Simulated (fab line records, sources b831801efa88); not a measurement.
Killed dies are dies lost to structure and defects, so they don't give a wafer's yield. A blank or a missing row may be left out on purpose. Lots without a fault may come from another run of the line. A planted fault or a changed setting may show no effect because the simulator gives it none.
fab line records | flow sky130
record lots=6 wafers=18 last_day=50
route steps=708 shown VT_ADJUST_HVTR@140 VT_ADJUST_PCH@143 PAD_OPEN@708
lots that met no fault: from a run of the same line without faults
start_h: hours from the record's first day to the start of the lot's first wafer shown | wait_h: hours since the lot's step before | " the same as in the row above | L1.1+2: a row that stands for several wafers | - no value, or no start given | * or withheld: withheld | < > ~ a bound
route shown NAME@n: a module of which the file shows steps, and the number in the route of the first | usual: mean/standard deviation of fault-free wafers | same: alike in all rows | chamber/n: place in a boat | sites: the reading at each site | _std_site: their standard deviation | _edge_site: outer sites' mean less inner sites' | radius_mm: how far each site lies from the wafer's centre | mask NAME#n: copy n | behind: the tool/chamber that last shaped the wafer | hold: why the lot was held/for how many hours/how that ended | device: the transistor (n, p or np) that didn't switch | end of line: the same wafers' tests at the end of the route | a step without rows: its recipe alone | killed: dies lost to structure and defects at the first sort, not the wafer's yield | map: a wafer's dies, x killed, . not, _ none there
set.NAME: the setting as run; set.NAME@STEP: as run at that earlier step | model.NAME: the simulator's own value behind a step, which no gauge read
lots at some steps of the route; a table a step, a row a wafer
services: from which hour (start_h, from the record's first day; less than 0 if before it) a tool's chamber was out of use, for how many hours, and why
## steps
# step SKY_VT_ADJUST_HVTR_IMPLANT_09
# recipe species=B energy_kev=10 dose_cm2=2.1e+12 tilt_deg=withheld
# step SKY_VT_ADJUST_HVTR_STRIP_10
# recipe chemistry=O2/N2 power_w=1400 pressure_mtorr=1500 platen_temp_c=withheld o2_flow_sccm=3000 n2_flow_sccm=300 overash_fraction=0.5
# usual drypump_motor_current_A=5.5/0.38 oes_product_au=0.716/0.0043 strip_time_to_endpoint_s=14.17/0.05
# columns lot.wafer tool chamber start_h wait_h drypump_motor_current_A oes_product_au rf_hours_counter_h strip_time_to_endpoint_s
L329.1 plasma_asher-01 0 240.25 0.1 4.9 0.707 58 14.21
L329.5 " 0 " " 4.9 0.713 - 14.22
L329.6 " 1 " " 5.8 0.710 - 14.21
L331.1 plasma_asher-02 0 256.30 0.1 6.0 0.713 45 14.17
L331.2 " 1 " " 5.4 0.714 45 14.15
L331.5 " 1 " " 5.4 0.726 - 14.18
L332.3 plasma_asher-04 1 267.31 0.1 5.1 0.715 - 14.19
L332.4 " 0 " " 5.7 0.715 - 14.18
L332.6 " 1 " " 5.1 0.717 - 14.16
L334.1 plasma_asher-04 0 282.52 0.1 5.7 0.718 14 14.10
L334.3 " 1 " " 5.1 0.711 - 14.06
L334.5 " 1 " " 5.1 0.709 - 14.11
L342.2 plasma_asher-02 0 346.57 0.1 6.0 0.717 53 14.10
L342.5 " 0 " " 6.0 0.714 - 14.10
L342.6 " 1 " " 5.4 0.716 - 14.15
L341.3 plasma_asher-02 1 348.33 0.1 5.4 0.718 - 14.22
L341.5 " 0 " " 6.0 0.722 - 14.23
L341.6 " 1 " " 5.4 0.724 - 14.27
# step SKY_VT_ADJUST_HVTR_TW_MEAS_11
# usual VT_ADJUST_HVTR_TW=214.2/2.1
# columns lot.wafer tool chamber start_h wait_h VT_ADJUST_HVTR_TW
L329.1 film_metro-03 - 240.35 0.1 215.0
L329.5 " - " " 212.6
L329.6 " - " " 213.5
L331.1 film_metro-02 - 256.40 0.1 210.5
L331.2 " - " " 209.8
L331.5 " - " " 211.6
L332.3 film_metro-03 - 267.39 0.1 212.5
L332.4 " - " " 212.6
L332.6 " - " " 212.0
L334.1 film_metro-04 - 282.62 0.1 215.0
L334.3 " - " " 216.1
L334.5 " - " " 216.1
L342.2 film_metro-03 - 346.68 0.1 212.0
L342.5 " - " " 212.9
L342.6 " - " " 212.0
L341.3 film_metro-04 - 348.42 0.1 216.9
L341.5 " - " " 216.5
L341.6 " - " " 216.9
# step SKY_VT_ADJUST_PCH_DEHYDRATE_00
# recipe temp_c=200 time_s=60
# step SKY_VT_ADJUST_PCH_HMDS_01
# recipe prime_time_s=60 prime_temp_c=120
# step SKY_VT_ADJUST_PCH_COAT_02
# recipe spin_rpm=2000 resist_thk_nm=3000
# step SKY_VT_ADJUST_PCH_SOFTBAKE_03
# recipe temp_c=109.6 time_s=withheld
# step SKY_VT_ADJUST_PCH_EXPOSE_04
# recipe mask_id=NWM na=0.6 source_shape=conventional sigma_outer=0.6 polarization=unpolarized target_cd_nm=840 dose_mj=255
# step SKY_VT_ADJUST_PCH_PEB_05
# recipe temp_c=115 time_s=withheld
# step SKY_VT_ADJUST_PCH_DEVELOP_06
# recipe wall_angle_deg=90 developer=TMAH develop_time_s=60 dev_temp_c=23
# step SKY_VT_ADJUST_PCH_OVL_MEAS_07
# usual VT_ADJUST_PCH_OVL=-0.4/1.4
# columns lot.wafer tool chamber start_h wait_h VT_ADJUST_PCH_OVL[nm]
L329.1 overlay-02 - 264.27 - 0.2
L329.5 " - " " 1.0
L329.6 " - " " 1.0
L331.1 overlay-01 - 280.89 - -0.4
L331.2 " - " " -0.3
L331.5 " - " " -1.6
L332.3 overlay-01 - 292.50 - -1.3
L332.4 " - " " 0.1
L332.6 " - " " 0.7
L334.1 overlay-01 - 307.97 - 0.7
L334.3 " - " " -0.6
L334.5 " - " " 0.8
L342.2 overlay-02 - 373.65 - -0.2
L342.5 " - " " -0.2
L342.6 " - " " -0.7
L341.3 overlay-01 - 376.00 - -0.5
L341.5 " - " " 0.0
L341.6 " - " " 0.0
# step SKY_VT_ADJUST_PCH_IMPLANT_08
# recipe species=B energy_kev=10 dose_cm2=5e+11 tilt_deg=withheld
# step SKY_VT_ADJUST_PCH_STRIP_09
# recipe chemistry=O2/N2 power_w=1400 pressure_mtorr=1500 platen_temp_c=withheld o2_flow_sccm=3000 n2_flow_sccm=300 overash_fraction=0.5
# usual drypump_motor_current_A=5.5/0.4 oes_product_au=0.722/0.0053 strip_time_to_endpoint_s=36.98/0.097
# columns lot.wafer tool chamber start_h wait_h drypump_motor_current_A oes_product_au rf_hours_counter_h strip_time_to_endpoint_s
L329.1 plasma_asher-03 0 264.45 0.1 6.0 0.722 61 37.02
L329.5 " 1 " " 4.9 0.718 - 37.05
L329.6 " 0 " " 6.0 0.733 - 37.01
L331.1 plasma_asher-04 0 281.08 0.1 5.7 0.728 14 36.97
L331.2 " 1 " " 5.1 0.716 14 36.92
L331.5 " 0 " " 5.6 0.721 - 37.04
L332.3 plasma_asher-03 1 292.71 0.1 5.0 0.728 - 37.10
L332.4 " 0 " " 6.0 0.727 - 37.09
L332.6 " 1 " " 5.0 0.725 - 37.14
L334.1 plasma_asher-03 0 308.15 0.1 6.0 0.721 65 36.93
L334.3 " 1 " " 5.0 0.715 - 37.05
L334.5 " 0 " " 6.0 0.721 - 36.96
L342.2 plasma_asher-04 0 373.83 0.1 5.6 0.685 23 41.12
L342.5 " 1 " " 5.0 0.677 - 41.08
L342.6 " 0 " " 5.7 0.676 - 41.07
L341.3 plasma_asher-04 0 376.21 0.1 5.7 0.668 - 41.13
L341.5 " 1 " " 5.1 0.675 - 41.11
L341.6 " 0 " " 5.7 0.674 - 41.20
# step SKY_VT_ADJUST_PCH_TW_MEAS_10
# usual VT_ADJUST_PCH_TW=142.7/2.4
# columns lot.wafer tool chamber start_h wait_h VT_ADJUST_PCH_TW
L329.1 film_metro-01 - 264.55 0.1 140.4
L329.5 " - " " 141.9
L329.6 " - " " 140.8
L331.1 film_metro-01 - 281.18 0.1 140.3
L331.2 " - " " 141.5
L331.5 " - " " 139.7
L332.3 film_metro-01 - 292.80 0.1 140.5
L332.4 " - " " 140.3
L332.6 " - " " 140.4
L334.1 film_metro-01 - 308.25 0.1 139.8
L334.3 " - " " 139.9
L334.5 " - " " 140.1
L342.2 film_metro-04 - 373.94 0.1 147.2
L342.5 " - " " 145.8
L342.6 " - " " 146.5
L341.3 film_metro-04 - 376.30 0.1 146.5
L341.5 " - " " 146.4
L341.6 " - " " 146.3
# step SKY_PAD_OPEN_PROBE_99
# usual killed_at_M0_to_M3=45/7.5 killed_at_M4_up=2.8/1.9 killed_at_contacts=25/5.5 killed_at_front_end=14/4 killed_at_other=0.3/0.75 killed_dies=87/9.4 killed_open=47/6.6 killed_short=39/6.6
# same gross_dies=492 killed_at_back_side=0
# columns lot.wafer tool chamber start_h wait_h killed_at_M0_to_M3 killed_at_M4_up killed_at_contacts killed_at_front_end killed_at_other killed_dies killed_open killed_short
L329.1 prober-01 - 1111.37 0.1 53 0 20 10 0 83 46 37
L329.5 prober-01 - 1111.57 0.2 45 2 30 16 0 93 45 48
L329.6 prober-01 - 1111.62 0.2 52 5 16 16 7 96 50 39
L331.1 prober-01 - 1122.16 0.1 38 2 29 18 0 87 43 43
L331.2 prober-01 - 1122.21 0.1 33 2 10 16 0 61 36 25
L331.5 prober-01 - 1122.36 0.2 49 1 28 13 0 91 46 45
L332.3 prober-02 - 1133.53 0.2 44 6 25 15 0 90 47 43
L332.4 prober-02 - 1133.58 0.2 47 3 23 19 1 93 48 45
L332.6 prober-02 - 1133.68 0.2 43 1 23 15 0 82 48 34
L334.1 prober-01 - 1138.62 0.1 44 2 24 18 0 88 46 42
L334.3 prober-01 - 1138.72 0.2 49 1 21 17 0 88 50 38
L334.5 prober-01 - 1138.82 0.2 61 1 26 23 1 112 66 46
L341.3 prober-02 - 1188.17 0.2 46 1 22 15 0 84 48 36
L341.5 prober-02 - 1188.27 0.2 41 6 30 12 1 90 46 44
L341.6 prober-02 - 1188.32 0.2 45 4 26 10 0 85 44 41
# killed by level:class
L329.1 VIA1:geometric_particle:open=13 VIA2:geometric_particle:open=9 LI_CONTACT:geometric_particle:open=7 LOCAL_INTERCONNECT:geometric_particle:short=6 METAL2:geometric_particle:short=6 METAL1:geometric_particle:short=5 VIA3:geometric_particle:short=5 VIA3:geometric_particle:open=5
L329.5 CONTACT:geometric_particle:open=9 LOCAL_INTERCONNECT:geometric_particle:short=7 METAL2:geometric_particle:short=7 LI_CONTACT:geometric_particle:open=6 VIA2:geometric_particle:open=6 VIA3:geometric_particle:open=6 METAL3:geometric_particle:short=6 FIELD_ISO:geometric_particle:short=5
L329.6 VIA3:geometric_particle:open=11 VIA1:geometric_particle:open=9 CONTACT:geometric_particle:open=7 PASSIVATION:area_etch=7 VIA2:geometric_particle:open=6 VIA3:geometric_particle:short=6 FIELD_ISO:geometric_particle:open=5 FIELD_ISO:geometric_particle:short=4
L331.1 CONTACT:geometric_particle:open=10 METAL1:geometric_particle:short=8 LI_CONTACT:geometric_particle:open=7 CONTACT:geometric_particle:short=6 VIA1:geometric_particle:open=6 FIELD_ISO:geometric_particle:short=4 FIELD_ISO:geometric_particle:open=4 POLY_GATE:geometric_particle:open=4
L331.2 VIA1:geometric_particle:open=9 FIELD_ISO:geometric_particle:short=6 FIELD_ISO:geometric_particle:open=5 LI_CONTACT:geometric_particle:open=5 VIA2:geometric_particle:short=5 VIA2:geometric_particle:open=5 CONTACT:geometric_particle:open=3 METAL3:geometric_particle:short=3
L331.5 VIA1:geometric_particle:open=11 CONTACT:geometric_particle:open=10 METAL2:geometric_particle:short=7 VIA2:geometric_particle:open=7 METAL1:geometric_particle:short=7 CONTACT:geometric_particle:short=6 VIA3:geometric_particle:open=5 LI_CONTACT:geometric_particle:short=4
L332.3 VIA1:geometric_particle:open=13 CONTACT:geometric_particle:open=10 VIA3:geometric_particle:open=9 CONTACT:geometric_particle:short=6 LOCAL_INTERCONNECT:geometric_particle:short=5 METAL2:geometric_particle:short=5 METAL1:geometric_particle:short=4 VIA1:geometric_particle:short=4
L332.4 VIA1:geometric_particle:open=10 LI_CONTACT:geometric_particle:open=9 METAL1:geometric_particle:short=9 POLY_GATE:geometric_particle:short=7 CONTACT:geometric_particle:open=6 VIA3:geometric_particle:open=6 METAL2:geometric_particle:short=6 VIA2:geometric_particle:open=5
L332.6 VIA1:geometric_particle:open=10 CONTACT:geometric_particle:open=8 LI_CONTACT:geometric_particle:open=7 VIA2:geometric_particle:open=7 METAL2:geometric_particle:short=7 VIA1:geometric_particle:short=6 POLY_GATE:geometric_particle:open=5 FIELD_ISO:geometric_particle:open=4
L334.1 LI_CONTACT:geometric_particle:open=9 VIA1:geometric_particle:open=8 VIA3:geometric_particle:open=7 LOCAL_INTERCONNECT:geometric_particle:short=6 METAL1:geometric_particle:short=5 CONTACT:geometric_particle:open=5 FIELD_ISO:geometric_particle:short=4 SPACER:geometric_particle:open=4
L334.3 VIA1:geometric_particle:open=10 METAL1:geometric_particle:short=8 CONTACT:geometric_particle:open=8 VIA3:geometric_particle:open=8 FIELD_ISO:geometric_particle:open=6 CONTACT:geometric_particle:short=6 VIA2:geometric_particle:open=6 METAL2:geometric_particle:short=5
L334.5 VIA1:geometric_particle:open=17 FIELD_ISO:geometric_particle:open=10 CONTACT:geometric_particle:open=9 LI_CONTACT:geometric_particle:open=8 METAL1:geometric_particle:short=7 METAL2:geometric_particle:short=7 VIA3:geometric_particle:open=7 CONTACT:geometric_particle:short=5
L341.3 VIA1:geometric_particle:open=10 CONTACT:geometric_particle:open=8 LI_CONTACT:geometric_particle:open=7 POLY_GATE:geometric_particle:open=5 VIA1:geometric_particle:short=5 VIA2:geometric_particle:open=5 VIA3:geometric_particle:open=5 METAL1:geometric_particle:short=4
L341.5 VIA1:geometric_particle:open=11 CONTACT:geometric_particle:open=8 LOCAL_INTERCONNECT:geometric_particle:short=7 LI_CONTACT:geometric_particle:open=6 POLY_GATE:geometric_particle:open=5 VIA2:geometric_particle:short=5 METAL4:geometric_particle:short=5 FIELD_ISO:geometric_particle:short=4
L341.6 VIA1:geometric_particle:open=10 VIA2:geometric_particle:open=10 LI_CONTACT:geometric_particle:open=9 CONTACT:geometric_particle:short=7 VIA1:geometric_particle:short=5 FIELD_ISO:geometric_particle:short=4 LOCAL_INTERCONNECT:geometric_particle:short=4 VIA2:geometric_particle:short=4
## services
# columns tool chamber start_h hours kind
plasma_asher-03 - 226.45 0.9 repair
plasma_asher-04 - 287.84 2.8 pm
## key
first_sign step=SKY_VT_ADJUST_PCH_STRIP_09 reading=strip_time_to_endpoint_s direction=up sigmas=43 usual=* struck=*
effect step=SKY_VT_ADJUST_PCH_STRIP_09 reading=oes_product_au direction=down sigmas=8.8 usual=0.722 struck=0.676
met_at SKY_VT_ADJUST_PCH_STRIP_09
struck_wafers L341.3,L341.5,L341.6,L342.2,L342.5,L342.6
tester_left_out L341,L342
onset_between 281.08 373.83
fault kind=process_parameter_drift tool=plasma_asher-04 chamber=- onset_h=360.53 steps=SKY_VT_ADJUST_PCH_STRIP_09 channel=power_w offset=* shape=step end_h=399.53 acts_in=* stated=*
# tester_left_out: of these lots the tester's yield and bins aren't shown, on N5 and GAA mostly nor the transistor test; their killed dies are dies lost to structure and defects alone, not to doping, threshold or leakage, so they don't give the yield
